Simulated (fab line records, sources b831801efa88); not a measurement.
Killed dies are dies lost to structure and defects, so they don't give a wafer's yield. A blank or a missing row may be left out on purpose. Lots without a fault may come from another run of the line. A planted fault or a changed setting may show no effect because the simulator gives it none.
fab line records | flow gf180mcu
record lots=11 wafers=33 last_day=34
route steps=602 shown M1@321 M2@363 V2@384
lots that met no fault: from a run of the same line without faults
start_h: hours from the record's first day to the start of the lot's first wafer shown | wait_h: hours since the lot's step before | " the same as in the row above | L1.1+2: a row that stands for several wafers | - no value, or no start given | * or withheld: withheld | < > ~ a bound
route shown NAME@n: a module of which the file shows steps, and the number in the route of the first | usual: mean/standard deviation of fault-free wafers | same: alike in all rows | chamber/n: place in a boat | sites: the reading at each site | _std_site: their standard deviation | _edge_site: outer sites' mean less inner sites' | radius_mm: how far each site lies from the wafer's centre | mask NAME#n: copy n | behind: the tool/chamber that last shaped the wafer | hold: why the lot was held/for how many hours/how that ended | device: the transistor (n, p or np) that didn't switch | end of line: the same wafers' tests at the end of the route | a step without rows: its recipe alone | killed: dies lost to structure and defects at the first sort, not the wafer's yield | map: a wafer's dies, x killed, . not, _ none there
set.NAME: the setting as run; set.NAME@STEP: as run at that earlier step | model.NAME: the simulator's own value behind a step, which no gauge read
steps of the route over a sample of lots; a table a step, a row a wafer
services: from which hour (start_h, from the record's first day; less than 0 if before it) a tool's chamber was out of use, for how many hours, and why
## steps
# step GF_M1_THK_MEAS_06
# recipe thk_meas_gauge=xrf reads=AlCu_of_M1_SPUTTER_02
# usual M1_ALCU_THK=447/4.9
# columns lot.wafer tool chamber start_h wait_h M1_ALCU_THK[nm]
L158.3 film_metro-04 - 370.91 0.1 447
L158.5 " - " " 444
L158.6 " - " " 449
L160.1 film_metro-04 - 384.94 0.1 447
L160.4 " - " " 446
L160.6 " - " " 443
L169.2 film_metro-02 - 474.39 0.1 454
L169.4 " - " " 450
L169.5 " - " " 455
L170.2 film_metro-02 - 479.05 0.1 452
L170.3 " - " " 446
L170.4 " - " " 449
L172.1 film_metro-02 - 503.01 0.1 438
L172.4 " - " " 447
L172.6 " - " " 439
L174.1 film_metro-01 - 516.27 0.1 448
L174.3 " - " " 449
L174.5 " - " " 448
L175.1 film_metro-01 - 518.79 0.1 443
L175.4 " - " " 436
L175.6 " - " " 437
L177.1 film_metro-02 - 538.47 0.1 444
L177.4 " - " " 440
L177.6 " - " " 442
L178.2 film_metro-01 - 544.88 0.1 452
L178.4 " - " " 442
L178.6 " - " " 450
L179.2 film_metro-01 - 552.40 0.1 444
L179.3 " - " " 447
L179.4 " - " " 448
L180.1 film_metro-04 - 560.44 0.1 456
L180.2 " - " " 451
L180.6 " - " " 449
# step GF_M2_SPUTTER_01
# recipe material=TiN target_thk_nm=30 power_w=6500 time_s=25 chamber_pressure_pa=0.4
# usual throttle_valve_pct=30.5/0.55
# columns lot.wafer tool chamber start_h wait_h throttle_valve_pct
L158.3 pvd_sputter-03 - 419.23 0.1 30.0
L158.5 " - " " 31.3
L158.6 " - " " 30.4
L160.1 pvd_sputter-03 - 434.91 0.1 30.9
L160.4 " - " " 31.6
L160.6 " - " " 30.7
L169.2 pvd_sputter-03 - 524.00 0.1 31.5
L169.4 " - " " 30.5
L169.5 " - " " 31.4
L170.2 pvd_sputter-03 - 528.67 0.1 30.5
L170.3 " - " " 30.1
L170.4 " - " " 31.2
L172.1 pvd_sputter-04 - 551.14 0.1 29.9
L172.4 " - " " 29.7
L172.6 " - " " 29.8
L174.1 pvd_sputter-01 - 563.96 0.1 31.1
L174.3 " - " " 30.7
L174.5 " - " " 30.6
L175.1 pvd_sputter-04 - 566.44 0.1 29.9
L175.4 " - " " 31.3
L175.6 " - " " 29.6
L177.1 pvd_sputter-01 - 584.88 0.1 30.2
L177.4 " - " " 30.9
L177.6 " - " " 30.1
L178.2 pvd_sputter-03 - 592.09 0.1 30.8
L178.4 " - " " 30.7
L178.6 " - " " 30.8
L179.2 pvd_sputter-04 - 600.16 0.1 29.4
L179.3 " - " " 30.0
L179.4 " - " " 29.8
L180.1 pvd_sputter-01 - 605.90 0.1 30.3
L180.2 " - " " 30.3
L180.6 " - " " 30.9
# step GF_M2_SPUTTER_02
# recipe material=AlCu target_thk_nm=450 power_w=10600 time_s=23.9 chamber_pressure_pa=0.4
# usual throttle_valve_pct=30.5/0.53
# columns lot.wafer tool chamber start_h wait_h throttle_valve_pct
L158.3 pvd_sputter-03 - 419.26 0.0 30.6
L158.5 " - " " 31.5
L158.6 " - " " 30.3
L160.1 pvd_sputter-03 - 434.94 0.0 31.0
L160.4 " - " " 31.5
L160.6 " - " " 30.7
L169.2 pvd_sputter-03 - 524.03 0.0 31.4
L169.4 " - " " 30.3
L169.5 " - " " 31.2
L170.2 pvd_sputter-03 - 528.70 0.0 30.9
L170.3 " - " " 30.1
L170.4 " - " " 31.3
L172.1 pvd_sputter-04 - 551.17 0.0 29.8
L172.4 " - " " 29.8
L172.6 " - " " 29.6
L174.1 pvd_sputter-01 - 563.99 0.0 30.8
L174.3 " - " " 30.9
L174.5 " - " " 30.6
L175.1 pvd_sputter-04 - 566.47 0.0 29.7
L175.4 " - " " 31.3
L175.6 " - " " 29.7
L177.1 pvd_sputter-01 - 584.91 0.0 30.7
L177.4 " - " " 31.1
L177.6 " - " " 30.2
L178.2 pvd_sputter-03 - 592.12 0.0 30.5
L178.4 " - " " 30.5
L178.6 " - " " 30.6
L179.2 pvd_sputter-04 - 600.19 0.0 29.5
L179.3 " - " " 29.9
L179.4 " - " " 29.9
L180.1 pvd_sputter-01 - 605.93 0.0 30.4
L180.2 " - " " 30.4
L180.6 " - " " 30.8
# step GF_M2_RS_MEAS_05
# recipe thk_meas_gauge=four-point-probe reads=TiN_of_M2_SPUTTER_04+Ti_of_M2_SPUTTER_03+AlCu_of_M2_SPUTTER_02+TiN_of_M2_SPUTTER_01+Ti_of_M2_SPUTTER_00
# usual M2_ALCU_RS=0.0698/0.00095
# columns lot.wafer tool chamber start_h wait_h M2_ALCU_RS[ohm/sq]
L158.3 film_metro-04 - 419.39 0.1 0.0684
L158.5 " - " " 0.0708
L158.6 " - " " 0.0686
L160.1 film_metro-04 - 435.03 0.0 0.0688
L160.4 " - " " 0.0715
L160.6 " - " " 0.0690
L169.2 film_metro-04 - 524.14 0.0 0.0747
L169.4 " - " " 0.0690
L169.5 " - " " 0.0745
L170.2 film_metro-04 - 528.81 0.0 0.0687
L170.3 " - " " 0.0688
L170.4 " - " " 0.0743
L172.1 film_metro-03 - 551.26 0.0 0.0686
L172.4 " - " " 0.0698
L172.6 " - " " 0.0702
L174.1 film_metro-03 - 564.08 0.0 0.0688
L174.3 " - " " 0.0694
L174.5 " - " " 0.0680
L175.1 film_metro-01 - 566.56 0.0 0.0700
L175.4 " - " " 0.0704
L175.6 " - " " 0.0705
L177.1 film_metro-01 - 585.00 0.0 0.0695
L177.4 " - " " 0.0702
L177.6 " - " " 0.0698
L178.2 film_metro-04 - 592.23 0.0 0.0689
L178.4 " - " " 0.0689
L178.6 " - " " 0.0690
L179.2 film_metro-04 - 600.33 0.1 0.0716
L179.3 " - " " 0.0699
L179.4 " - " " 0.0709
L180.1 film_metro-03 - 606.02 0.0 0.0693
L180.2 " - " " 0.0688
L180.6 " - " " 0.0695
# step GF_M2_THK_MEAS_06
# recipe thk_meas_gauge=xrf reads=AlCu_of_M2_SPUTTER_02
# usual M2_ALCU_THK=445/6.4
# columns lot.wafer tool chamber start_h wait_h M2_ALCU_THK[nm]
L158.3 film_metro-04 - 419.49 0.1 452
L158.5 " - " " 440
L158.6 " - " " 453
L160.1 film_metro-04 - 435.15 0.1 452
L160.4 " - " " 437
L160.6 " - " " 452
L169.2 film_metro-04 - 524.25 0.1 417
L169.4 " - " " 452
L169.5 " - " " 419
L170.2 film_metro-04 - 528.92 0.1 450
L170.3 " - " " 454
L170.4 " - " " 420
L172.1 film_metro-03 - 551.38 0.1 450
L172.4 " - " " 444
L172.6 " - " " 440
L174.1 film_metro-03 - 564.20 0.1 453
L174.3 " - " " 447
L174.5 " - " " 458
L175.1 film_metro-01 - 566.68 0.1 443
L175.4 " - " " 439
L175.6 " - " " 440
L177.1 film_metro-01 - 585.12 0.1 444
L177.4 " - " " 441
L177.6 " - " " 444
L178.2 film_metro-04 - 592.34 0.1 454
L178.4 " - " " 449
L178.6 " - " " 450
L179.2 film_metro-04 - 600.44 0.1 435
L179.3 " - " " 447
L179.4 " - " " 440
L180.1 film_metro-03 - 606.14 0.1 448
L180.2 " - " " 451
L180.6 " - " " 447
# step GF_M2_METAL_ETCH_16
# recipe chemistry=Cl2/BCl3 mask_material=KrF target_depth_nm=627.5 stop_on=SiO2 pressure_mtorr=8 icp_w=800 bias_w=140 Cl2_flow_sccm=80 bcl3_flow_sccm=40 time_s=104.6
# usual drypump_motor_current_A=5.6/0.39 oes_product_au=0.971/0.0074 throttle_valve_pct=28.251/0.011
# columns lot.wafer tool chamber start_h wait_h drypump_motor_current_A oes_product_au rf_hours_counter_h throttle_valve_pct
L158.3 rie_metal-04 0 443.59 0.1 4.9 0.983 - 28.264
L158.5 " 0 " " 4.9 0.959 - 28.256
L158.6 " 1 " " 5.8 0.982 - 28.249
L160.1 rie_metal-03 0 460.06 0.0 6.0 0.972 12 28.249
L160.4 " 1 " " 5.4 0.958 - 28.259
L160.6 " 0 " " 6.1 0.979 - 28.247
L169.2 rie_metal-03 1 546.32 0.0 5.5 0.939 11 28.286
L169.4 " 0 " " 6.0 0.969 - 28.260
L169.5 " 0 " " 6.0 0.947 - 28.264
L170.2 rie_metal-03 1 551.02 0.0 5.5 0.981 11 28.232
L170.3 " 0 " " 6.0 0.979 - 28.234
L170.4 " 1 " " 5.5 0.945 - 28.266
L172.1 rie_metal-01 1 573.39 0.0 6.0 0.975 3 28.246
L172.4 " 0 " " 5.5 0.971 - 28.248
L172.6 " 1 " " 6.0 0.964 - 28.250
L174.1 rie_metal-03 1 584.94 0.0 5.4 0.966 12 28.255
L174.3 " 0 " " 6.0 0.971 - 28.251
L174.5 " 0 " " 6.0 0.981 - 28.237
L175.1 rie_metal-04 1 588.06 0.0 5.8 0.968 3 28.264
L175.4 " 0 " " 4.9 0.975 - 28.258
L175.6 " 0 " " 4.9 0.962 - 28.246
L177.1 rie_metal-04 1 606.47 0.0 5.8 0.976 4 28.269
L177.4 " 0 " " 4.9 0.966 - 28.247
L177.6 " 0 " " 4.9 0.976 - 28.254
L178.2 rie_metal-04 0 612.85 0.0 4.9 0.980 5 28.233
L178.4 " 0 " " 4.9 0.979 - 28.248
L178.6 " 0 " " 4.9 0.983 - 28.248
L179.2 rie_metal-03 1 620.95 0.0 5.5 0.971 13 28.262
L179.3 " 0 " " 6.0 0.978 - 28.259
L179.4 " 1 " " 5.5 0.966 - 28.257
L180.1 rie_metal-01 0 627.01 0.0 5.5 0.975 5 28.250
L180.2 " 1 " " 6.0 0.971 4 28.239
L180.6 " 0 " " 5.5 0.971 - 28.232
# step GF_V2_CVD_02
# recipe material=SiO2 target_thk_nm=850 precursor=TEOS temp_c=400 time_s=94.851 rf_w=600
# usual heater_power_w=638/88
# columns lot.wafer tool chamber start_h wait_h heater_power_w
L158.3 pecvd-02 0 444.37 0.0 693
L158.5 " 1 " " 609
L158.6 " 0 " " 708
L160.1 pecvd-02 0 460.84 0.1 687
L160.4 " 2 " " 621
L160.6 " 1 " " 477
L169.2 pecvd-02 2 547.10 0.0 668
L169.4 " 1 " " 489
L169.5 " 1 " " 525
L170.2 pecvd-04 1 551.81 0.0 625
L170.3 " 2 " " 611
L170.4 " 2 " " 688
L172.1 pecvd-04 2 574.20 0.1 753
L172.4 " 1 " " 653
L172.6 " 0 " " 597
L174.1 pecvd-02 2 585.74 0.1 606
L174.3 " 0 " " 629
L174.5 " 2 " " 641
L175.1 pecvd-04 1 588.85 0.1 608
L175.4 " 1 " " 650
L175.6 " 2 " " 740
L177.1 pecvd-01 2 607.29 0.1 923
L177.4 " 0 " " 507
L177.6 " 1 " " 690
L178.2 pecvd-04 1 613.69 0.0 657
L178.4 " 2 " " 720
L178.6 " 1 " " 516
L179.2 pecvd-04 2 621.73 0.0 703
L179.3 " 0 " " 653
L179.4 " 1 " " 596
L180.1 pecvd-02 1 627.79 0.1 603
L180.2 " 2 " " 621
L180.6 " 2 " " 657
## services
# columns tool chamber start_h hours kind
pvd_sputter-03 - 397.65 7.7 repair
pvd_sputter-03 - 402.15 2.9 repair
pvd_sputter-03 - 423.68 10.5 repair
pecvd-04 - 430.51 14.6 pm
pecvd-02 - 435.83 0.7 repair
rie_metal-01 0 443.44 2.4 repair
pecvd-01 2 460.00 16.1 repair
rie_metal-01 - 472.60 0.6 repair
pecvd-01 - 483.46 0.7 repair
rie_metal-01 0 486.45 16.2 repair
pecvd-02 - 503.45 0.4 repair
rie_metal-01 - 515.03 1.2 repair
rie_metal-04 - 522.95 14.6 pm
rie_metal-01 1 524.93 7.7 repair
pecvd-04 1 539.68 6.1 repair
pecvd-02 0 541.75 27.2 repair
pvd_sputter-01 - 557.21 6.4 repair
rie_metal-03 - 557.71 0.6 repair
pecvd-02 - 573.33 0.5 repair
rie_metal-01 - 575.38 1.4 pm
pecvd-01 0 582.50 6.2 repair
rie_metal-03 - 602.07 2.8 pm
pecvd-02 - 613.89 1.5 repair
pecvd-02 2 621.02 5.0 repair
## key
first_sign step=GF_M2_RS_MEAS_05 reading=M2_ALCU_RS direction=up sigmas=4.9 usual=0.0698 struck=0.0745
effect step=GF_M2_THK_MEAS_06 reading=M2_ALCU_THK direction=down sigmas=4.1 usual=445 struck=419
effect step=GF_M2_METAL_ETCH_16 reading=oes_product_au direction=down sigmas=3.7 usual=0.971 struck=0.943
met_at GF_M2_SPUTTER_02
struck_lots L169,L170
struck_wafers L169.2,L169.5,L170.4
not_acting_at GF_M1_THK_MEAS_06,GF_M2_SPUTTER_01,GF_V2_CVD_02
onset_between 434.94 524.03
fault kind=process_parameter_drift tool=pvd_sputter-03 chamber=- onset_h=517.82 steps=GF_M2_SPUTTER_02 channel=target_thk_nm offset=-18.704 shape=step end_h=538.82 acts_in=these_recipes_only stated=450 scope=struck_wafers_only
